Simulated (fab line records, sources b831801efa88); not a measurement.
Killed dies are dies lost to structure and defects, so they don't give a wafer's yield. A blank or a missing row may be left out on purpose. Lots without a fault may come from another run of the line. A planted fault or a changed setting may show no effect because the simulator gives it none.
Tool commonality check | flow sky130 | 14 lots, 48 wafers sampled

WHY IT WAS OPENED
At SKY_LDD_N_OVL_MEAS_07 the reading LDD_N_OVL is flagged on 2 of 14 lots. Wafers without a fault read 1.8 nm, standard deviation 1.4.
Rule: a lot is flagged when every wafer of it that has a number lies more than 4 standard deviations from that mean, or none has a number. The other lots count as sound.

lot  | measured     | on         | LDD_N_OVL (nm), wafer by wafer      | flag
L291 | day 17 21:47 | overlay-01 | 0.6 2.0 2.3                         |
L292 | day 18 04:26 | overlay-02 | -0.6 -0.8 -2.3                      |
L293 | day 18 15:02 | overlay-01 | 0.6 0.4 1.7                         |
L294 | day 18 23:38 | overlay-02 | 2.9 3.5 3.3                         |
L295 | day 19 04:09 | overlay-02 | 3.2 2.1 4.9                         |
L296 | day 19 12:23 | overlay-02 | -0.4 -0.5 1.8                       |
L297 | day 19 21:44 | overlay-02 | -44.7 -47.0 -47.7 -44.3 -46.5 -47.1 | FLAGGED
L300 | day 21 08:29 | overlay-01 | -47.3 -48.0 -46.4 -46.3 -47.8 -46.1 | FLAGGED
L302 | day 21 17:00 | overlay-02 | 2.1 3.9 0.0                         |
L308 | day 23 22:23 | overlay-02 | 2.2 1.4 2.9                         |
L311 | day 24 21:44 | overlay-01 | 0.7 0.6 2.4                         |
L312 | day 25 06:17 | overlay-01 | 1.9 1.4 2.2                         |
L313 | day 25 21:56 | overlay-02 | 3.2 4.0 2.6                         |
L314 | day 26 03:44 | overlay-01 | 4.5 2.6 1.9                         |
The numbers of the flagged lots are -46.6 nm on average: -48.4 nm against the usual, or -35 standard deviations.

WHICH TOOL RAN EACH LOT
The record holds 1 process step before the reading, out of a route of 708 steps. In each cell: the tool, then ch and the chambers that the sampled wafers went through, then the start.
lot  | flag    | SKY_LDD_N_EXPOSE_04
L291 |         | iline_stepper-02 ch 0, day 17 07:55
L292 |         | iline_stepper-02 ch 0, day 17 13:52
L293 |         | iline_stepper-01 ch 0, day 18 00:32
L294 |         | iline_stepper-01 ch 0, day 18 09:22
L295 |         | iline_stepper-01 ch 0, day 18 13:26
L296 |         | iline_stepper-01 ch 0, day 18 20:59
L297 | FLAGGED | iline_stepper-01 ch 0, day 19 05:56
L300 | FLAGGED | iline_stepper-01 ch 0, day 20 17:18
L302 |         | iline_stepper-02 ch 0, day 21 02:24
L308 |         | iline_stepper-02 ch 0, day 23 07:25
L311 |         | iline_stepper-02 ch 0, day 24 07:27
L312 |         | iline_stepper-02 ch 0, day 24 15:49
L313 |         | iline_stepper-02 ch 0, day 25 08:01
L314 |         | iline_stepper-02 ch 0, day 25 13:26
What these steps do:
- SKY_LDD_N_EXPOSE_04: exposes mask NTM, target cd 840 nm.
- SKY_LDD_N_OVL_MEAS_07

FLAGGED OVER TOTAL, TOOL BY TOOL (the gauges that took the reading come last)
step                  | tool             | lots run | flagged | share of the flagged lots | sound lots run after its first flagged lot
SKY_LDD_N_EXPOSE_04   | iline_stepper-01 | 6        | 2       | all                       | 0
SKY_LDD_N_EXPOSE_04   | iline_stepper-02 | 8        | 0       | none                      | -
SKY_LDD_N_OVL_MEAS_07 | overlay-01       | 6        | 1       | some                      | 3 (L311,L312,L314)
SKY_LDD_N_OVL_MEAS_07 | overlay-02       | 8        | 1       | some                      | 3 (L302,L308,L313)

WHAT THE TABLE ALLOWS
1 row of the table ran every flagged lot: iline_stepper-01 at SKY_LDD_N_EXPOSE_04.
- iline_stepper-01 at SKY_LDD_N_EXPOSE_04: 2 of its 6 lots flagged. Its last sound lot is L296 (day 18 20:59), its first flagged lot L297 (day 19 05:56): a fault that began between those two fits.
One tool is left: iline_stepper-01 at SKY_LDD_N_EXPOSE_04.

WHAT THE SIMULATOR HAD PUT IN
Scanner matching overlay: iline_stepper-01, from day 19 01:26 on, at SKY_LDD_N_EXPOSE_04. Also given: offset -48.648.
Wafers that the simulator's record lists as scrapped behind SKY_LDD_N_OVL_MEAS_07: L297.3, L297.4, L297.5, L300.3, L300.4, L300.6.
Lots struck among those shown: L297, L300. The rule above found the same.
